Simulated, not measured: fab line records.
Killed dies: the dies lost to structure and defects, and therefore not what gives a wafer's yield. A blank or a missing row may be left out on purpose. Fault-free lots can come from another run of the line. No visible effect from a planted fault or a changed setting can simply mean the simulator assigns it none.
Chamber matching    flow sky130    SKY_LI_CONTACT_ETCH_14 on rie_diel-04: 4 sister chambers
The step etches BARC in N2/H2, stops on SiO2, time 45.9 s, target depth 60 nm. 8 wafers are shown with their chamber, then 11 later ones without.

## WAFERS WITH THEIR CHAMBER
wafer   chamber  drypump_motor_current_A (A)  oes_product_au (a.u.)
L084.4  0        5.88                         0.852
L086.5  1        5.60                         0.850
L087.1  2        6.05                         0.856
L087.2  0        5.86                         0.864
L087.3  1        5.60                         0.855
L087.5  3        6.20                         0.857
L087.6  2        6.05                         0.862
L088.1  3        6.19                         0.850

## WAFERS MISSING THEIR CHAMBER
wafer   drypump_motor_current_A (A)  oes_product_au (a.u.)
L088.3  6.03                         0.856
L088.4  5.61                         0.862
L091.2  5.88                         0.857
L091.4  6.23                         0.854
L091.5  5.88                         0.848
L094.1  5.59                         0.856
L094.2  6.20                         0.852
L094.6  5.86                         0.852
L097.3  5.86                         0.849
L097.4  5.58                         0.858
L097.5  6.04                         0.853

## THE CHAMBER EACH PASSED THROUGH
wafer   from the rows above  in truth
L088.3  2                    2
L088.4  1                    1
L091.2  0                    0
L091.4  3                    3
L091.5  0                    0
L094.1  1                    1
L094.2  3                    3
L094.6  0                    0
L097.3  0                    0
L097.4  1                    1
L097.5  2                    2
11 of 11 placed correctly. From these rows, 0 cannot be placed. Wrongly placed: 0.
How it was worked out, from the rows above alone: a wafer's distance from a chamber is the root of the sum, over the readings, of the square of ((its reading less the chamber's mean) divided by the reading's scatter). The wafer belongs to the nearest chamber; if the next one is less than 2 further off, it can't be placed. Each chamber's mean is taken over the wafers shown for it. The scatter: the root of (the sum of the squares of (reading less its chamber's mean) over the shown wafers, divided by (wafers less chambers)).
